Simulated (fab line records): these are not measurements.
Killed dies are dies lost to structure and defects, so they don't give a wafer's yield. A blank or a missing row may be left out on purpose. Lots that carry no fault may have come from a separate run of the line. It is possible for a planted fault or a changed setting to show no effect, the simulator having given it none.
Comparing a struck lot with a sound one / flow sky130 / 18 steps out of a route of 708
Sound: these wafers, L271.3, L271.4, L271.6. The struck wafers were L280.1, L280.2, L280.6. The cause comes at the end.
Each step with rows lists, per side, the tool, then ch with its chambers, then its first start. Under that, the readings that differ: sound wafers / struck wafers / difference of the means / sigmas: that difference in standard deviations of wafers without a fault.
alike: a reading whose means differ by less than 2 such deviations, as well as words and numbers matching on both sides. not compared: withheld readings; readings where some wafer has no value; bounds like >300 that might hide an equal value; numbers whose values overlap and for which the record gives no deviation.
Wherever a step has rows on one side only, a row that says differs or no value, or a row with sigmas, the two part there. When numbers do not overlap yet have no deviation, they are printed without sigmas and do not part them. A reading that every wafer of one side lacks parts them only if that side has two wafers or more.

first, 3 steps without rows for these wafers: SKY_LI_CONTACT_EXPOSE_09 (exposes mask LICM1, target cd 170 nm); SKY_LI_CONTACT_PEB_10; SKY_LI_CONTACT_DEVELOP_11 (develop time 60 s).
SKY_LI_CONTACT_CD_MEAS_12 targets a cd of 170 nm.
  sound: cd-sem-02 at day 30 16:08; struck: cd-sem-02 at day 34 05:12
  alike: cd-nm
SKY_LI_CONTACT_OVL_MEAS_13:
  sound: overlay-01 at day 30 16:14; struck: overlay-02 at day 34 05:19
  alike: LI_CONTACT_OVL
SKY_LI_CONTACT_ETCH_14: etches BARC in N2/H2, stops on SiO2, time 45.9 s, target depth 60 nm.
  sound on rie-diel-02 ch 0,1,3, day 30 16:15; struck on rie-diel-04 ch 0,2, day 34 05:21
  alike: drypump-motor-current-A, oes-product-au, throttle-valve-pct
  not compared: rf-hours-counter-h
SKY_LI_CONTACT_ETCH_15: etches PSG in C4F8/O2/Ar, stops on Si, target depth 600 nm.
  sound on rie-diel-02 ch 0,1,3, day 30 16:18; struck on rie-diel-04 ch 0,2, day 34 05:24
  alike: oes-product-au
SKY_LI_CONTACT_STRIP_16: strips in O2/N2.
  sound on plasma-asher-04 ch 0,1, day 30 16:25; struck on plasma-asher-03 ch 0,1, day 34 05:29
  alike: drypump-motor-current-A, oes-product-au, strip-time-to-endpoint-s
  not compared: rf-hours-counter-h
then, 2 steps without rows for these wafers: SKY_LI_CONTACT_CLEAN_17 (cleans in NMP, time 600 s); SKY_LI_CONTACT_PRE_CLEAN_18 (time 5.6 s).
SKY_LI_CONTACT_SPUTTER_19: material Ti, target thk 20 nm, time 106.37 s.
  sound: pvd-sputter-04 at day 30 16:41; struck: pvd-sputter-01 at day 34 05:47
  alike: throttle-valve-pct
then, 1 step without rows for these wafers: SKY_LI_CONTACT_SPUTTER_20 (material TiN, target thk 20 nm, time 80 s).
SKY_LI_CONTACT_CVD_21: deposits W, target thk 400 nm, time 120.56 s.
  sound on cvd-w-01 ch 0,1, day 30 16:51; struck on cvd-w-01 ch 0, day 34 05:56
reading=chamber-pressure-Torr (Torr); sound=40.02 39.92 40.10; struck=31.00 30.87 31.07; difference=-9.03; sigmas=-99 or more
reading=model.W_of_LI_CONTACT_CVD_21.thk-nm (nm); sound=387.6 398.7 400.1; struck=344 339.5 340; difference=-54; sigmas=
  alike: heater-power-w
  not compared: since-wet-clean-h
SKY_LI_CONTACT_RS_MEAS_22: uses a four-point probe to measure.
  sound: film-metro-04 at day 30 16:59; struck: film-metro-04 at day 34 06:28
reading=LI_CONTACT_W_RS (ohm/sq); sound=0.294 0.286 0.284; struck=0.331 0.335 0.335; difference=+0.046; sigmas=+11
  not compared: hold
SKY_LI_CONTACT_THK_MEAS_23: measures by xrf.
  sound: film-metro-04 at day 30 17:05; struck: film-metro-04 at day 34 10:33
reading=LI_CONTACT_W_THK (nm); sound=401 414 414; struck=353 347 348; difference=-60; sigmas=-9
  not compared: hold
SKY_LI_CONTACT_CMP_24: polishes, stops on PSG, t overpolish 20 s, target thk 0 nm.
  sound on cmp-01 ch 1,3, day 30 17:07; struck on cmp-02 ch 0,1,2, day 34 12:56
reading=hold; sound=- - -; struck=await-dispo/1.8h/release await-dispo/1.8h/release await-dispo/1.8h/release; difference=no value on the sound wafers; sigmas=
reading=time-to-endpoint-s (s); sound=94 99 96; struck=75 79 81; difference=-18; sigmas=-4
  alike: motor-current-A
SKY_LOCAL_INTERCONNECT_SPUTTER_00: material TiN, target thk 100 nm, time 83.3 s.
  sound: pvd-sputter-03 at day 30 17:25; struck: pvd-sputter-04 at day 34 13:08
  alike: throttle-valve-pct
-- a jump in the record: the struck wafers' starts before and after are 15 days apart (it breaks off in module LOCAL_INTERCONNECT and resumes in module PAD_OPEN, where the first step shown is number 708 of the route) --
SKY_PAD_OPEN_PROBE_99:
  the record has rows for the struck wafers here (prober-02, day 49 11:55) and none for the sound ones

## WHERE THEY PART
First at SKY_LI_CONTACT_CVD_21; last, within this record, at SKY_PAD_OPEN_PROBE_99.

WHY: the cause the simulator had injected
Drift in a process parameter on cvd-w-01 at SKY_LI_CONTACT_CVD_21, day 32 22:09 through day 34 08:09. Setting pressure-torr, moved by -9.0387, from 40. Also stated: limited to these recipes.
